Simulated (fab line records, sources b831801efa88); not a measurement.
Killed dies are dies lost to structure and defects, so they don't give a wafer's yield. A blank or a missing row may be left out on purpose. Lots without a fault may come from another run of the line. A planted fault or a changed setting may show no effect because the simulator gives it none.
Chamber matching | flow sky130 | SKY_VIA3_CMP_02 on cmp-02: 4 sister chambers
The step polishes SiO2. 4 wafers are shown with their chamber, then 7 later ones without.

WAFERS WITH THEIR CHAMBER
wafer  | chamber | motor_current_A (A)
L991.3 | 1       | 10.8
L991.6 | 3       | 12.9
L994.1 | 2       | 15.5
L994.5 | 0       | 13.6

WAFERS WITHOUT THEIR CHAMBER
wafer  | motor_current_A (A)
L994.6 | 13.3
L104.3 | 16.1
L104.4 | 11.1
L104.5 | 15.3
L106.2 | 13.8
L106.5 | 13.8
L106.6 | 10.7

WHICH CHAMBER EACH WENT THROUGH
wafer  | from the rows above     | in truth
L994.6 | can't be placed: 0 or 3 | 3
L104.3 | 2                       | 2
L104.4 | 1                       | 1
L104.5 | 2                       | 2
L106.2 | 0                       | 0
L106.5 | 0                       | 0
L106.6 | 1                       | 1
Placed correctly: 6 of 7. Can't be placed from these rows: 1 (the true chamber is among the candidates in 1). Placed wrongly: 0.
How it was worked out, from the rows above alone: a wafer's distance from a chamber is the root of the sum, over the readings, of the square of ((its reading less the chamber's mean) divided by the reading's scatter). The wafer belongs to the nearest chamber; if the next one is less than 2 further off, it can't be placed. A chamber's mean is the mean of its shown wafers. The scatter: with one shown wafer a chamber, the root of the mean of the squares of how far each hidden wafer lies from its nearest shown one.
